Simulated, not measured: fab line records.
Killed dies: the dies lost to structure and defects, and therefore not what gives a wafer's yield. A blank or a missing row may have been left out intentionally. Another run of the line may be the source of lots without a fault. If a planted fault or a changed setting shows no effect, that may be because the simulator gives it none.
A struck lot beside a sound one ; flow sky130 ; 15 out of 708 route steps
Sound: these wafers, L454.1, L454.3, L454.5. The struck wafers were L456.1, L456.2, L456.6. The cause comes at the end.
At each step with rows: each side's tool, then ch and its chambers, then its first start. Under that, the readings that differ: sound wafers ; struck wafers ; difference of the means ; sigmas: that difference in standard deviations of wafers without a fault.
alike: a reading whose means differ by less than 2 such deviations, as well as words and numbers matching on both sides. not compared: withheld readings; readings where some wafer has no value; bounds like >300 that might hide an equal value; numbers whose values overlap and for which the record gives no deviation.
Wherever a step has rows on one side only, a row that says differs or no value, or a row with sigmas, the two part there. Numbers that don't overlap but have no deviation are shown without sigmas and don't part them. A reading missing from all wafers of one side parts the sides only when that side holds two or more wafers.

first, 3 steps without rows for these wafers: SKY_SONOS_ONO_WET_ETCH_18 (etches Si3N4 in H3PO4, target depth 15 nm, time 172 s); SKY_GATE_OXIDE_CLEAN_00 (cleans in SC1/SC2, time 150 s); SKY_GATE_OXIDE_OXIDATION_01 (stabilise 600 s, purge 300 s, target thk 10.268 nm).
SKY_GATE_OXIDE_THK_MEAS_02:
  sound on film metro-04 at day 17 05:06; struck on film metro-04 at day 18 01:04
  alike: GATE_OXIDE_OXIDATION_00_THK
then, 7 steps without rows for these wafers: SKY_GATE_OXIDE_DEHYDRATE_03 (time 60 s); SKY_GATE_OXIDE_HMDS_04 (prime time 60 s); SKY_GATE_OXIDE_COAT_05 (resist thk 1140 nm); SKY_GATE_OXIDE_SOFTBAKE_06 (time 60 s); SKY_GATE_OXIDE_EXPOSE_07 (exposes mask LVOM, target cd 600 nm); SKY_GATE_OXIDE_PEB_08; SKY_GATE_OXIDE_DEVELOP_09 (develop time 60 s).
SKY_GATE_OXIDE_OVL_MEAS_10:
  sound on overlay-01 at day 18 10:32; struck on overlay-01 at day 19 06:50
  alike: GATE_OXIDE_OVL
SKY_GATE_OXIDE_IMPLANT_11:
  sound on implanter-04 ch 0, day 18 10:34; struck on implanter-02 ch 0, day 19 06:52
reading;sound;struck;difference;sigmas
dose ions cm2;2.6037e+12 2.6051e+12 2.6027e+12;2.4994e+12 2.497e+12 2.4986e+12;-1.0550e+11;-38
then, 1 step without rows for these wafers: SKY_GATE_OXIDE_WET_ETCH_12 (etches SiO2 in dHF, target depth 16.8 nm, time 336 s).
-- the record jumps here: 30 days lie between the struck wafers' starts before and after (it left off in module GATE_OXIDE and takes up again in module PAD_OPEN, whose first step shown is number 708 of the route) --
SKY_PAD_OPEN_PROBE_99:
  sound on prober-02 at day 49 00:14; struck on prober-02 at day 49 14:29
reading;sound;struck;difference;sigmas
model.etest.pfet_01v8_lvt.drive ua um;176.6 177.9 179.7;166.8 169.3 167.4;-10.2;
model.etest.pfet_01v8_lvt.off log10 a um;-8.622 -8.607 -8.545;-9.684 -9.62 -9.894;-1.141;
model.etest.pfet_01v8_lvt.vt sat v (V);-0.4249 -0.4225 -0.426;-0.5048 -0.5087 -0.5091;-0.0831;
model.etest.pfet_01v8_lvt.vt v (V);-0.5165 -0.5176 -0.5213;-0.5919 -0.594 -0.5927;-0.0744;
model.etest.pfet_01v8_lvt.vt long v (V);-0.6347 -0.635 -0.6383;-0.7012 -0.7065 -0.7029;-0.0675;
model.etest.pfet_01v8_lvt.body rise v (V);-0.2043 -0.2031 -0.2028;-0.1929 -0.1917 -0.1932;+0.0108;
  alike: killed_at_M0_to_M3, killed_at_M4_up, killed at contacts, killed at front end, killed at other, killed dies, killed open, killed short

## WHERE THEY PART
Only at SKY_GATE_OXIDE_IMPLANT_11, within this record. Later steps at which nothing parts them and some readings are alike: SKY_PAD_OPEN_PROBE_99.

WHY: what the simulator had put in
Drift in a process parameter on implanter-02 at SKY_GATE_OXIDE_IMPLANT_11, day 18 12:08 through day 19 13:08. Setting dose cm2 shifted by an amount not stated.
